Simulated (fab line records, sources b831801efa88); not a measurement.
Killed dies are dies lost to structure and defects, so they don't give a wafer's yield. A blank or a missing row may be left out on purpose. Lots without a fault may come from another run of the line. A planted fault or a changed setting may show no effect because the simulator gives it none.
Which tool did it? | flow gf180mcu | 7 lots, 19 wafers sampled, at 3 steps of a route of 602

WHAT THE GAUGES READ, wafer by wafer
GF_SAB_CD_MEAS_09: target cd 420 nm.
lot  | measured     | on        | cd_nm (nm)
L702 | day 15 20:41 | cd_sem-02 | 420.3 423.2 422.0
L704 | day 16 21:21 | cd_sem-01 | 419.6 422.3 420.5
L705 | day 17 14:26 | cd_sem-01 | 421.1 422.1 422.7
L709 | day 18 13:34 | cd_sem-01 | 393.3 392.2
L714 | day 20 05:49 | cd_sem-02 | 388.0 387.5
L721 | day 22 11:56 | cd_sem-01 | 423.5 424.4 423.7
L723 | day 23 08:11 | cd_sem-01 | 420.1 418.4 419.5

WHICH TOOL RAN EACH LOT (tool, then ch and the chambers of the sampled wafers, then the start)
lot  | GF_PSD_RTA_13                    | GF_SAB_EXPOSE_06
L702 | rtp_anneal-01 ch 0, day 14 22:10 | iline_stepper-02 ch 0, day 15 09:55
L704 | rtp_anneal-01 ch 0, day 15 22:01 | iline_stepper-02 ch 0, day 16 10:05
L705 | rtp_anneal-02 ch 0, day 16 15:32 | iline_stepper-02 ch 0, day 17 03:05
L709 | rtp_anneal-01 ch 0, day 17 13:56 | iline_stepper-02 ch 0, day 18 01:45
L714 | rtp_anneal-01 ch 0, day 19 05:52 | iline_stepper-02 ch 0, day 19 18:50
L721 | rtp_anneal-01 ch 0, day 21 12:15 | iline_stepper-02 ch 0, day 22 01:25
L723 | rtp_anneal-01 ch 0, day 22 08:45 | iline_stepper-01 ch 0, day 22 21:09
- GF_PSD_RTA_13: time 20 s.
- GF_SAB_EXPOSE_06: exposes mask SAB, target cd 420 nm.

THE ANSWER, worked out from the rows above alone
Rule: what is usual is taken from the lots themselves. Put in order of their means at a reading, lots are off if they are a third of the lots or fewer, leave a main group of 4 or more, and stand apart from it by a gap of 3 or more times the standard deviation of the main group's means; of several such gaps the widest counts. A main group whose means are all the same, to the digits that the tables above print for the reading, isn't used. A lot without any number at a reading at which 4 lots or more have one is off too. The other lots that the step has rows for count as sound.
Off: L709, L714, at GF_SAB_CD_MEAS_09 (cd_nm). The main group: mean 421.6 nm, standard deviation 1.5.
A tool fits if, at a process step before that reading, it ran every lot that is off, and no sound lot after the first of them. The gauges at GF_SAB_CD_MEAS_09 are tried like those tools. None of those tried fits.

WHAT THE SIMULATOR HAD PUT IN
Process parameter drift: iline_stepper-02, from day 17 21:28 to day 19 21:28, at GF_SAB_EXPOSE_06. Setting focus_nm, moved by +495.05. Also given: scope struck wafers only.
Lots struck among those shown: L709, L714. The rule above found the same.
